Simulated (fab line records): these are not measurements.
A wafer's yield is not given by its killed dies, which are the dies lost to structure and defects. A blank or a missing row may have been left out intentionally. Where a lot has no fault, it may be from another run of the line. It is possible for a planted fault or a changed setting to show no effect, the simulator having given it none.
fab line records -- flow sky130
record lots=14, wafers=42, last_day=50
route steps=708 shown FIELD_ISO@15 PWDE@47 NWELL@79
lots that met no fault: from a run of the same line without faults
start_h: start of the lot's first displayed wafer, in hours after the record's first day -- wait_h: hours elapsed since this lot's preceding step -- " the same as in the row above -- L1.1+2: a row that stands for several wafers -- - no value present, or no start provided -- * or withheld: withheld -- < > ~ a bound
route shown NAME@n: a module of which the file shows steps, and the number in the route of the first -- usual: mean and standard deviation over wafers with no fault -- same: alike in all rows -- chamber/n: place in a boat -- sites: per-site readings -- _std_site: their standard deviation -- _edge_site: outer sites' mean less inner sites' -- radius_mm: for every site, how far away it sits from the centre of the wafer -- mask NAME#n: copy n -- behind: the most recent tool/chamber to have shaped the wafer -- hold: reason for holding the lot/hours on hold/outcome of the hold -- device: the transistor (n, p or np) that didn't switch -- end of line: at the end of the route, the tests of the same wafers -- for a step that has no rows: nothing shown but its recipe -- killed: count of dies lost to structure and defects at first sort (not the wafer's yield) -- map: a wafer's dies, x killed, . not, _ none there
set.NAME: the setting the step ran with; set.NAME@STEP: the setting that earlier step ran with -- model.NAME: the simulator's own value behind a step, which no gauge read
steps of the route over a sample of lots; a table a step, a row a wafer
services: when a tool's chamber went out of use (start_h, in hours from the record's first day, below 0 if earlier), for how many hours, and the reason
## steps
# step SKY_FIELD_ISO_ETCH_14
# recipe chemistry=N2/H2, target=BARC, ion_energy_ev=200, source_w=500, bias_w=100, pressure_mtorr=30, n2_flow_sccm=100, h2_flow_sccm=200, stop_on=SiO2, time_s=45.9, target_depth_a=600
# usual drypump_motor_current_A=5.9/0.47, oes_product_au=0.854/0.0041, throttle_valve_pct=13.225/0.0091
lot.wafer,tool,chamber,start_h,wait_h,drypump_motor_current_A,oes_product_au,rf_hours_counter_h,throttle_valve_pct
L195.2,rie_diel-04,1,28.69,0.1,6.6,0.859,26,13.230
L195.3,rie_diel-04,2,28.69,0.1,5.4,0.858,92,13.236
L195.6,rie_diel-04,3,28.69,0.1,6.0,0.850,-,13.233
L196.3,rie_diel-02,0,34.29,0.1,6.3,0.854,174,13.209
L196.4,rie_diel-02,2,34.29,0.1,5.4,0.851,86,13.218
L196.5,rie_diel-02,0,34.29,0.1,6.4,0.857,-,13.207
L197.1,rie_diel-03,1,38.87,0.1,5.4,0.858,66,13.220
L197.3,rie_diel-03,0,38.87,0.1,6.2,0.857,162,13.229
L197.4,rie_diel-03,3,38.87,0.1,5.9,0.856,129,13.223
L199.1,rie_diel-04,1,54.32,0.1,6.6,0.848,27,13.226
L199.3,rie_diel-04,2,54.32,0.1,5.5,0.855,93,13.214
L199.4,rie_diel-04,0,54.32,0.1,6.4,0.850,0,13.223
L200.2,rie_diel-02,2,54.67,0.1,5.4,0.854,87,13.222
L200.4,rie_diel-02,3,54.67,0.1,6.4,0.855,-,13.220
L200.6,rie_diel-02,3,54.67,0.1,6.4,0.855,-,13.206
L203.1,rie_diel-04,1,68.99,0.1,6.6,0.849,27,13.223
L203.3,rie_diel-04,3,68.99,0.1,6.0,0.863,12,13.232
L203.5,rie_diel-04,1,68.99,0.1,6.6,0.856,-,13.218
L205.1,rie_diel-02,1,81.39,0.1,6.1,0.857,163,13.243
L205.2,rie_diel-02,2,81.39,0.1,5.4,0.858,87,13.204
L205.4,rie_diel-02,0,81.39,0.1,6.4,0.844,0,13.226
L207.2,rie_diel-03,1,90.34,0.1,5.4,0.857,67,13.217
L207.3,rie_diel-03,0,90.34,0.1,6.1,0.855,163,13.208
L207.6,rie_diel-03,0,90.34,0.1,6.2,0.855,-,13.233
L208.2,rie_diel-02,2,95.42,0.1,5.4,0.853,88,13.220
L208.4,rie_diel-02,1,95.42,0.1,6.0,0.856,-,13.223
L208.5,rie_diel-02,2,95.42,0.1,5.4,0.853,-,13.230
L213.1,rie_diel-04,2,123.72,0.1,5.4,0.861,94,13.249
L213.4,rie_diel-04,0,123.72,0.1,6.4,0.855,1,13.243
L213.6,rie_diel-04,3,123.72,0.1,6.0,0.853,-,13.220
L214.1,rie_diel-04,2,128.17,0.1,5.4,0.852,94,13.230
L214.5,rie_diel-04,3,128.17,0.1,6.0,0.856,-,13.225
L214.6,rie_diel-04,2,128.17,0.1,5.4,0.855,-,13.215
L215.1,rie_diel-02,2,132.19,0.1,5.4,0.846,88,13.221
L215.2,rie_diel-02,0,132.19,0.1,6.4,0.851,1,13.240
L215.6,rie_diel-02,2,132.19,0.1,5.4,0.856,-,13.220
L216.2,rie_diel-03,0,137.44,0.1,6.2,0.859,0,13.230
L216.3,rie_diel-03,1,137.44,0.1,5.4,0.854,68,13.220
L216.5,rie_diel-03,2,137.44,0.1,5.1,0.852,-,13.224
L218.2,rie_diel-03,0,147.47,0.1,6.2,0.852,1,13.229
L218.3,rie_diel-03,2,147.47,0.1,5.1,0.851,146,13.206
L218.4,rie_diel-03,1,147.47,0.1,5.4,0.859,69,13.225
# step SKY_PWDE_COAT_02
# recipe spin_rpm=2000, resist_thk_nm=3000
# usual spin_speed_rpm=2000.0/1.5
lot.wafer,tool,chamber,start_h,wait_h,spin_speed_rpm
L195.2,litho_track-04,0,66.18,0.1,2001.3
L195.3,litho_track-04,0,66.18,0.1,1997.7
L195.6,litho_track-04,0,66.18,0.1,1997.0
L196.3,litho_track-02,0,71.72,0.1,1999.6
L196.4,litho_track-02,0,71.72,0.1,2002.4
L196.5,litho_track-02,0,71.72,0.1,2000.7
L197.1,litho_track-02,0,73.97,0.1,2001.4
L197.3,litho_track-02,0,73.97,0.1,2001.6
L197.4,litho_track-02,0,73.97,0.1,1997.5
L199.1,litho_track-02,0,86.12,0.1,1999.5
L199.3,litho_track-02,0,86.12,0.1,2000.8
L199.4,litho_track-02,0,86.12,0.1,1999.5
L200.2,litho_track-02,0,89.44,0.1,1998.4
L200.4,litho_track-02,0,89.44,0.1,2000.6
L200.6,litho_track-02,0,89.44,0.1,1997.1
L203.1,litho_track-04,0,100.60,0.1,2000.4
L203.3,litho_track-04,0,100.60,0.1,1998.6
L203.5,litho_track-04,0,100.60,0.1,2000.5
L205.1,litho_track-04,0,115.65,0.1,1995.5
L205.2,litho_track-04,0,115.65,0.1,2001.9
L205.4,litho_track-04,0,115.65,0.1,2001.8
L207.2,litho_track-03,0,125.45,0.1,2000.2
L207.3,litho_track-03,0,125.45,0.1,2000.2
L207.6,litho_track-03,0,125.45,0.1,2000.2
L208.2,litho_track-02,0,132.64,0.1,1999.5
L208.4,litho_track-02,0,132.64,0.1,1997.3
L208.5,litho_track-02,0,132.64,0.1,1999.3
L213.1,litho_track-03,0,159.27,0.1,2001.0
L213.4,litho_track-03,0,159.27,0.1,2000.2
L213.6,litho_track-03,0,159.27,0.1,2000.6
L214.1,litho_track-03,0,163.67,0.1,2001.4
L214.5,litho_track-03,0,163.67,0.1,1999.4
L214.6,litho_track-03,0,163.67,0.1,2001.2
L215.1,litho_track-02,0,171.01,0.1,1999.9
L215.2,litho_track-02,0,171.01,0.1,1997.4
L215.6,litho_track-02,0,171.01,0.1,1999.1
L216.2,litho_track-03,0,176.05,0.1,1999.6
L216.3,litho_track-03,0,176.05,0.1,1999.7
L216.5,litho_track-03,0,176.05,0.1,1999.8
L218.2,litho_track-03,0,183.95,0.1,2001.5
L218.3,litho_track-03,0,183.95,0.1,2000.6
L218.4,litho_track-03,0,183.95,0.1,2001.3
# step SKY_PWDE_STRIP_09
# recipe chemistry=O2/N2, power_w=1400, pressure_mtorr=1500, platen_temp_c=withheld, o2_flow_sccm=3000, n2_flow_sccm=300, overash_fraction=0.5
# usual drypump_motor_current_A=5.66/0.28, oes_product_au=0.723/0.0042, strip_time_to_endpoint_s=36.91/0.098
lot.wafer,tool,chamber,start_h,wait_h,drypump_motor_current_A,oes_product_au,rf_hours_counter_h,strip_time_to_endpoint_s
L195.2,plasma_asher-02,0,74.94,0.1,5.56,0.725,42,36.75
L195.3,plasma_asher-02,0,74.94,0.1,5.56,0.719,-,36.85
L195.6,plasma_asher-02,1,74.94,0.1,5.74,0.731,-,36.72
L196.3,plasma_asher-02,0,80.12,0.1,5.55,0.723,-,37.02
L196.4,plasma_asher-02,1,80.12,0.1,5.73,0.722,-,37.07
L196.5,plasma_asher-02,1,80.12,0.1,5.73,0.723,-,37.13
L197.1,plasma_asher-03,1,82.21,0.1,5.84,0.717,41,36.84
L197.3,plasma_asher-03,0,82.21,0.1,6.01,0.730,-,36.90
L197.4,plasma_asher-03,1,82.21,0.1,5.85,0.719,-,36.92
L199.1,plasma_asher-02,0,95.35,0.1,5.57,0.717,44,36.88
L199.3,plasma_asher-02,0,95.35,0.1,5.55,0.719,-,36.95
L199.4,plasma_asher-02,1,95.35,0.1,5.74,0.716,-,36.76
L200.2,plasma_asher-04,1,98.75,0.1,5.25,0.727,23,36.94
L200.4,plasma_asher-04,0,98.75,0.1,5.14,0.718,-,36.92
L200.6,plasma_asher-04,0,98.75,0.1,5.14,0.715,-,36.91
L203.1,plasma_asher-04,1,109.76,0.1,5.26,0.723,24,36.73
L203.3,plasma_asher-04,0,109.76,0.1,5.12,0.715,-,14.78
L203.5,plasma_asher-04,1,109.76,0.1,5.23,0.727,-,36.77
L205.1,plasma_asher-02,0,124.85,0.1,5.57,0.725,1,36.85
L205.2,plasma_asher-02,1,124.85,0.1,5.72,0.708,1,14.81
L205.4,plasma_asher-02,0,124.85,0.1,5.56,0.729,-,36.98
L207.2,plasma_asher-03,0,135.39,0.1,6.00,0.723,46,36.94
L207.3,plasma_asher-03,1,135.39,0.1,5.87,0.722,-,36.98
L207.6,plasma_asher-03,1,135.39,0.1,5.88,0.728,-,36.95
L208.2,plasma_asher-02,1,142.26,0.1,5.78,0.725,2,36.74
L208.4,plasma_asher-02,1,142.26,0.1,5.77,0.731,-,36.79
L208.5,plasma_asher-02,0,142.26,0.1,5.57,0.725,-,36.89
L213.1,plasma_asher-04,0,170.14,0.1,5.15,0.725,30,36.90
L213.4,plasma_asher-04,1,170.14,0.1,5.28,0.722,-,37.05
L213.6,plasma_asher-04,1,170.14,0.1,5.27,0.719,-,36.86
L214.1,plasma_asher-02,1,174.95,0.1,5.73,0.725,5,37.03
L214.5,plasma_asher-02,0,174.95,0.1,5.56,0.726,-,37.01
L214.6,plasma_asher-02,1,174.95,0.1,5.73,0.723,-,36.97
L215.1,plasma_asher-02,0,181.60,0.1,5.58,0.731,6,37.09
L215.2,plasma_asher-02,1,181.60,0.1,5.72,0.727,6,37.05
L215.6,plasma_asher-02,0,181.60,0.1,5.56,0.720,-,37.09
L216.2,plasma_asher-02,1,186.60,0.1,5.74,0.724,7,36.82
L216.3,plasma_asher-02,1,186.60,0.1,5.74,0.725,-,36.84
L216.5,plasma_asher-02,0,186.60,0.1,5.55,0.722,-,36.78
L218.2,plasma_asher-03,0,195.00,0.1,5.99,0.722,52,36.83
L218.3,plasma_asher-03,1,195.00,0.1,5.88,0.725,-,36.78
L218.4,plasma_asher-03,0,195.00,0.1,6.00,0.722,-,36.87
# step SKY_NWELL_TW_MEAS_26
# usual NWELL_2_TW=493/5.1
lot.wafer,tool,chamber,start_h,wait_h,NWELL_2_TW
L195.2,film_metro-02,-,109.52,0.1,498
L195.3,film_metro-02,-,109.52,0.1,497
L195.6,film_metro-02,-,109.52,0.1,498
L196.3,film_metro-02,-,115.82,0.1,498
L196.4,film_metro-02,-,115.82,0.1,495
L196.5,film_metro-02,-,115.82,0.1,500
L197.1,film_metro-02,-,117.96,0.1,500
L197.3,film_metro-02,-,117.96,0.1,497
L197.4,film_metro-02,-,117.96,0.1,495
L199.1,film_metro-04,-,132.30,0.1,493
L199.3,film_metro-04,-,132.30,0.1,496
L199.4,film_metro-04,-,132.30,0.1,497
L200.2,film_metro-02,-,136.67,0.1,500
L200.4,film_metro-02,-,136.67,0.1,500
L200.6,film_metro-02,-,136.67,0.1,501
L203.1,film_metro-04,-,148.86,0.1,494
L203.3,film_metro-04,-,148.86,0.1,494
L203.5,film_metro-04,-,148.86,0.1,492
L205.1,film_metro-02,-,163.66,0.1,496
L205.2,film_metro-02,-,163.66,0.1,498
L205.4,film_metro-02,-,163.66,0.1,496
L207.2,film_metro-01,-,176.02,0.1,487
L207.3,film_metro-01,-,176.02,0.1,484
L207.6,film_metro-01,-,176.02,0.1,489
L208.2,film_metro-01,-,183.86,0.1,490
L208.4,film_metro-01,-,183.86,0.1,491
L208.5,film_metro-01,-,183.86,0.1,489
L213.1,film_metro-01,-,213.75,0.1,485
L213.4,film_metro-01,-,213.75,0.1,486
L213.6,film_metro-01,-,213.75,0.1,484
L214.1,film_metro-02,-,217.26,0.1,498
L214.5,film_metro-02,-,217.26,0.1,496
L214.6,film_metro-02,-,217.26,0.1,497
L215.1,film_metro-01,-,226.21,0.1,488
L215.2,film_metro-01,-,226.21,0.1,488
L215.6,film_metro-01,-,226.21,0.1,487
L216.2,film_metro-01,-,231.17,0.1,487
L216.3,film_metro-01,-,231.17,0.1,490
L216.5,film_metro-01,-,231.17,0.1,489
L218.2,film_metro-02,-,239.42,0.1,500
L218.3,film_metro-02,-,239.42,0.1,496
L218.4,film_metro-02,-,239.42,0.1,499
# step SKY_NWELL_RTA_28
# recipe temp_c=1050, time_s=30, idle_temp_c=650, ramp_up_c_per_s=150, ramp_down_c_per_s=90, ambient=N2
# usual chamber_o2_ppm=1.995/0.023, lamp_power_pct=25.31/0.059, ramp_up_c_per_s=150.00/0.028, wafer_temp_C_max=1054.7/0.95
lot.wafer,tool,chamber,start_h,wait_h,chamber_o2_ppm,lamp_power_pct,ramp_up_c_per_s,wafer_temp_C_max
L195.2,rtp_anneal-02,0,109.63,0.0,2.031,25.24,150.02,1055.1
L195.3,rtp_anneal-02,0,109.63,0.0,2.018,25.24,149.98,1054.0
L195.6,rtp_anneal-02,0,109.63,0.0,2.032,25.26,150.00,1057.4
L196.3,rtp_anneal-01,0,115.94,0.0,1.981,25.35,149.97,1054.9
L196.4,rtp_anneal-01,0,115.94,0.0,1.976,25.32,150.00,1054.7
L196.5,rtp_anneal-01,0,115.94,0.0,1.975,25.22,149.98,1055.1
L197.1,rtp_anneal-02,0,118.07,0.0,2.002,25.27,150.01,1053.9
L197.3,rtp_anneal-02,0,118.07,0.0,2.001,25.30,150.02,1054.5
L197.4,rtp_anneal-02,0,118.07,0.0,1.986,25.29,149.99,1055.9
L199.1,rtp_anneal-02,0,132.41,0.0,1.987,25.27,150.02,1054.9
L199.3,rtp_anneal-02,0,132.41,0.0,1.998,25.26,150.03,1054.1
L199.4,rtp_anneal-02,0,132.41,0.0,1.947,25.36,149.98,1054.1
L200.2,rtp_anneal-01,0,136.78,0.0,1.971,25.17,150.03,1056.1
L200.4,rtp_anneal-01,0,136.78,0.0,2.003,25.35,149.98,1055.7
L200.6,rtp_anneal-01,0,136.78,0.0,1.934,25.31,150.01,1056.1
L203.1,rtp_anneal-02,0,148.97,0.0,2.001,25.29,150.01,1054.6
L203.3,rtp_anneal-02,0,148.97,0.0,1.973,25.33,149.98,1054.3
L203.5,rtp_anneal-02,0,148.97,0.0,1.987,25.34,149.98,1054.4
L205.1,rtp_anneal-02,0,163.77,0.0,2.019,25.33,150.05,1053.7
L205.2,rtp_anneal-02,0,163.77,0.0,2.016,25.18,150.01,1055.9
L205.4,rtp_anneal-02,0,163.77,0.0,2.010,25.36,150.01,1055.6
L207.2,rtp_anneal-02,0,176.13,0.0,1.997,25.27,149.94,1054.3
L207.3,rtp_anneal-02,0,176.13,0.0,2.019,25.35,150.03,1053.2
L207.6,rtp_anneal-02,0,176.13,0.0,2.008,25.32,150.03,1053.8
L208.2,rtp_anneal-02,0,183.98,0.0,1.979,25.27,150.03,1054.8
L208.4,rtp_anneal-02,0,183.98,0.0,2.011,25.27,149.97,1056.3
L208.5,rtp_anneal-02,0,183.98,0.0,1.992,25.30,149.99,1056.5
L213.1,rtp_anneal-02,0,213.86,0.0,1.984,25.39,149.97,1056.4
L213.4,rtp_anneal-02,0,213.86,0.0,1.967,25.34,150.03,1055.0
L213.6,rtp_anneal-02,0,213.86,0.0,1.969,25.30,150.01,1054.3
L214.1,rtp_anneal-01,0,217.37,0.0,2.014,25.30,149.99,1053.8
L214.5,rtp_anneal-01,0,217.37,0.0,2.011,25.30,150.01,1054.0
L214.6,rtp_anneal-01,0,217.37,0.0,1.994,25.27,150.00,1054.3
L215.1,rtp_anneal-01,0,226.32,0.0,1.980,25.32,149.99,1056.0
L215.2,rtp_anneal-01,0,226.32,0.0,1.947,25.30,150.00,1056.0
L215.6,rtp_anneal-01,0,226.32,0.0,2.011,25.33,149.98,1054.9
L216.2,rtp_anneal-01,0,231.28,0.0,1.990,25.43,149.99,1055.7
L216.3,rtp_anneal-01,0,231.28,0.0,1.970,25.24,149.96,1055.7
L216.5,rtp_anneal-01,0,231.28,0.0,1.951,25.21,149.99,1054.7
L218.2,rtp_anneal-01,0,239.53,0.0,1.946,25.35,149.98,1054.2
L218.3,rtp_anneal-01,0,239.53,0.0,1.966,25.29,150.01,1054.8
L218.4,rtp_anneal-01,0,239.53,0.0,1.991,25.30,149.96,1055.6
## services
tool,chamber,start_h,hours,kind
plasma_asher-04,-,5.41,0.3,repair
rie_diel-04,0,13.65,-,clean
rie_diel-04,0,13.65,18.6,scheduled_down
plasma_asher-03,-,29.19,7.2,pm
rie_diel-03,1,40.94,10.1,repair
rie_diel-02,1,50.79,4.3,repair
plasma_asher-04,-,61.79,21.6,repair
rie_diel-04,0,83.09,4.5,repair
rie_diel-02,3,90.96,6.6,repair
plasma_asher-02,-,100.24,1.0,repair
plasma_asher-02,-,108.75,9.0,pm
plasma_asher-02,0,108.75,9.0,vent_cycle
plasma_asher-02,1,108.75,9.0,vent_cycle
rie_diel-04,2,112.36,1.3,repair
plasma_asher-02,0,117.75,-,clean
plasma_asher-02,1,117.75,-,clean
rie_diel-04,-,133.71,15.6,pm
rie_diel-04,0,159.05,2.1,repair
rie_diel-02,3,166.03,6.1,repair
rie_diel-03,0,175.40,5.1,repair
rie_diel-02,-,186.52,2.8,pm
rtp_anneal-02,-,200.42,3.4,pm
plasma_asher-04,-,224.37,14.6,pm
rie_diel-02,0,235.08,6.3,repair
## key
first_sign step=SKY_PWDE_STRIP_09, reading=strip_time_to_endpoint_s, direction=down, sigmas=99+, usual=*, struck=*
effect none on later readings
met_at SKY_PWDE_COAT_02
struck_lots L203,L205
struck_wafers L203.3,L205.2
sort_left_out L203.3,L205.2
tester_left_out L203,L205
not_acting_at SKY_FIELD_ISO_ETCH_14,SKY_NWELL_TW_MEAS_26,SKY_NWELL_RTA_28
onset_between 66.18 100.60
fault kind=process_parameter_drift, tool=litho_track-04, chamber=-, onset_h=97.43, steps=SKY_PWDE_COAT_02, channel=resist_thk_nm, offset=-1887, shape=step, end_h=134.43, scope=struck_wafers_only, acts_in=these_recipes_only, stated=3000
# tester_left_out: of these lots the tester's yield and bins aren't shown, on N5 and GAA mostly nor the transistor test; their killed dies are dies lost to structure and defects alone, not to doping, threshold or leakage, so they don't give the yield
# sort_left_out: the simulated sort isn't trusted on such a fault, so these wafers' sort isn't shown, and their yield isn't known
